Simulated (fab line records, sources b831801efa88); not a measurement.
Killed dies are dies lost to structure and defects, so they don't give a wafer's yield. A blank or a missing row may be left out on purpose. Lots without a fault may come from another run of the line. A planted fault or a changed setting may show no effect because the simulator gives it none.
Chamber matching | flow sky130 | SKY_VIA4_HDPCVD_00 on hdpcvd-02: 3 sister chambers
The step deposits SiO2, target thk 1750 nm, time 291.7 s. 14 wafers are shown with their chamber, then 7 later ones without.

WAFERS WITH THEIR CHAMBER
wafer  | chamber | susceptor_temp_C (C)
L953.2 | 2       | 400.19
L953.4 | 0       | 399.97
L953.5 | 1       | 400.22
L954.1 | 0       | 399.56
L954.5 | 0       | 399.88
L954.6 | 1       | 399.97
L956.1 | 1       | 399.67
L956.4 | 0       | 399.95
L956.6 | 1       | 399.78
L959.2 | 2       | 399.93
L959.3 | 0       | 400.22
L959.5 | 1       | 400.35
L968.1 | 0       | 400.16
L968.2 | 2       | 400.27

SIGNATURES (means of the wafers above)
reading          | chamber 0 | chamber 1 | chamber 2 | scatter within a chamber
susceptor_temp_C | 399.9567  | 399.9980  | 400.1300  | 0.246
Rule: a wafer's distance from a chamber is the root of the sum, over the readings, of the square of ((its reading less the chamber's mean) divided by the reading's scatter). The wafer belongs to the nearest chamber; if the next one is less than 2 further off, it can't be placed. The scatter: the root of (the sum of the squares of (reading less its chamber's mean) over the shown wafers, divided by (wafers less chambers)).

WAFERS WITHOUT THEIR CHAMBER
wafer  | susceptor_temp_C (C)
L968.3 | 399.85
L966.2 | 399.94
L966.3 | 399.78
L966.6 | 399.50
L971.2 | 400.35
L971.4 | 399.75
L971.6 | 400.13

WHICH CHAMBER EACH WENT THROUGH
wafer  | from the rows above          | in truth
L968.3 | can't be placed: 0 or 1 or 2 | 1
L966.2 | can't be placed: 0 or 1 or 2 | 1
L966.3 | can't be placed: 0 or 1 or 2 | 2
L966.6 | can't be placed: 0 or 1 or 2 | 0
L971.2 | can't be placed: 2 or 1 or 0 | 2
L971.4 | can't be placed: 0 or 1 or 2 | 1
L971.6 | can't be placed: 2 or 1 or 0 | 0
Placed correctly: 0 of 7. Can't be placed from these rows: 7 (the true chamber is among the candidates in 7). Placed wrongly: 0.
